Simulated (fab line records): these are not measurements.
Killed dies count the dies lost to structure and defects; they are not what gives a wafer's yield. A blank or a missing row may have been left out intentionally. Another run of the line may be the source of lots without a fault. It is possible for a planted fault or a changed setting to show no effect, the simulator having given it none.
A struck lot beside a sound one | flow sky130 | 17 out of 708 route steps
Sound: the wafers L300.1, L300.2, L300.3. Wafers L305.2, L305.3, L305.5 were the ones struck. Last of all comes the cause.
Per side, at each step with rows, come the tool, then ch with its chambers, and then its first start. Under that, the readings that differ: sound wafers | struck wafers | difference of the means | sigmas: that difference in standard deviations of wafers without a fault.
alike: readings with means less than 2 such deviations apart, plus words and numbers identical on both sides. not compared: withheld readings, readings lacking a value on some wafer, bounds such as >300 that could conceal the same value, and numbers that have no deviation in the record and whose values overlap.
Wherever a step has rows on one side only, a row that says differs or no value, or a row with sigmas, the two part there. When numbers do not overlap yet have no deviation, they are printed without sigmas and do not part them. Lack of a reading on every wafer of one side parts them only where that side has two or more wafers.

SKY_VT_ADJUST_HVTR_OVL_MEAS_08:
  struck on overlay-01, day 12 07:46; sound on overlay-01, day 10 22:01
  alike: VT_ADJUST_HVTR_OVL
next, for these wafers, 1 step has no rows: SKY_VT_ADJUST_HVTR_IMPLANT_09.
SKY_VT_ADJUST_HVTR_STRIP_10: strips in O2/N2.
  sound on plasma_asher-01 ch 0,1, day 10 22:11; struck on plasma_asher-04 ch 0,1, day 12 07:56
  alike: drypump_motor_current_A, n2_flow_sccm, oes_product_au, strip_time_to_endpoint_s
  not compared: rf_hours_counter_h
SKY_VT_ADJUST_HVTR_TW_MEAS_11:
  struck on film_metro-01, day 12 08:03; sound on film_metro-03, day 10 22:17
  alike: VT_ADJUST_HVTR_TW
then, 7 steps without rows for these wafers: SKY_VT_ADJUST_PCH_DEHYDRATE_00 (time 60 s); SKY_VT_ADJUST_PCH_HMDS_01 (prime time 60 s); SKY_VT_ADJUST_PCH_COAT_02 (resist thk 3000 nm); SKY_VT_ADJUST_PCH_SOFTBAKE_03; SKY_VT_ADJUST_PCH_EXPOSE_04 (exposes mask NWM, target cd 840 nm); SKY_VT_ADJUST_PCH_PEB_05; SKY_VT_ADJUST_PCH_DEVELOP_06 (develop time 60 s).
SKY_VT_ADJUST_PCH_OVL_MEAS_07:
  struck on overlay-01, day 13 09:20; sound on overlay-01, day 11 21:26
  alike: VT_ADJUST_PCH_OVL
SKY_VT_ADJUST_PCH_IMPLANT_08:
  sound on implanter-04 ch 0, day 11 21:28; struck on implanter-04 ch 0, day 13 09:24
  reading                   | sound             | struck            | difference | sigmas
  implant_ion_amu           | 11 11 11          | 49 49 49          | +38        |
  model.implant.rp_nm (nm)  | 32.09 32.09 32.09 | 10.16 10.16 10.16 | -21.93     |
  model.implant.drp_nm (nm) | 17.11 17.11 17.11 | 6.005 6.005 6.005 | -11.105    |
  alike: end_station_pressure_torr
SKY_VT_ADJUST_PCH_STRIP_09: strips in O2/N2.
  sound on plasma_asher-01 ch 0,1, day 11 21:37; struck on plasma_asher-02 ch 0,1, day 13 09:31
  alike: drypump_motor_current_A, n2_flow_sccm, oes_product_au, strip_time_to_endpoint_s
  not compared: rf_hours_counter_h
SKY_VT_ADJUST_PCH_TW_MEAS_10:
  struck on film_metro-02, day 13 09:38; sound on film_metro-03, day 11 21:43
  reading          | sound             | struck            | difference | sigmas
  VT_ADJUST_PCH_TW | 140.7 141.1 140.9 | 201.2 202.2 200.8 | +60.5      | +43
then, 1 step without rows for these wafers: SKY_SONOS_TUNNEL_DEHYDRATE_00 (time 60 s).
-- the record jumps here: 34 days lie between the struck wafers' starts before and after (it left off in module SONOS_TUNNEL and takes up again in module PAD_OPEN, whose first step shown is number 708 of the route) --
SKY_PAD_OPEN_PROBE_99:
  struck on prober-02, day 47 21:17; sound on prober-01, day 46 22:57
  reading                                   | sound                | struck               | difference | sigmas
  model.etest.pfet_01v8_lvt.drive_ua_um     | 167.7 172.1 168.8    | 166 161.9 163.7      | -6         |
  model.etest.pfet_01v8_lvt.off_log10_a_um  | -9.308 -9.223 -9.242 | -9.914 -10.07 -10.03 | -0.747     |
  model.etest.pfet_g5v0d10v5.off_log10_a_um | -13.27 -13.09 -13.11 | -13.46 -13.57 -13.57 | -0.38      |
  alike: killed_at_M0_to_M3, killed_at_M4_up, killed_at_contacts, killed_at_front_end, killed_at_other, killed_dies, killed_on_rim, killed_open, killed_short
  not compared: model.etest.nfet_16v.r_on_ohm_um, model.etest.pfet_g5v0d10v5.r_on_ohm_um, model.etest.pfet_g5v0d10v5.drive_ua_um, model.etest.pfet_01v8_mvt.drive_ua_um, model.etest.pfet_01v8_mvt.off_log10_a_um

## WHERE THEY PART
Only at SKY_VT_ADJUST_PCH_TW_MEAS_10, as far as this record shows. Later steps at which nothing parts them and some readings are alike: SKY_PAD_OPEN_PROBE_99.

WHY: the cause the simulator had injected
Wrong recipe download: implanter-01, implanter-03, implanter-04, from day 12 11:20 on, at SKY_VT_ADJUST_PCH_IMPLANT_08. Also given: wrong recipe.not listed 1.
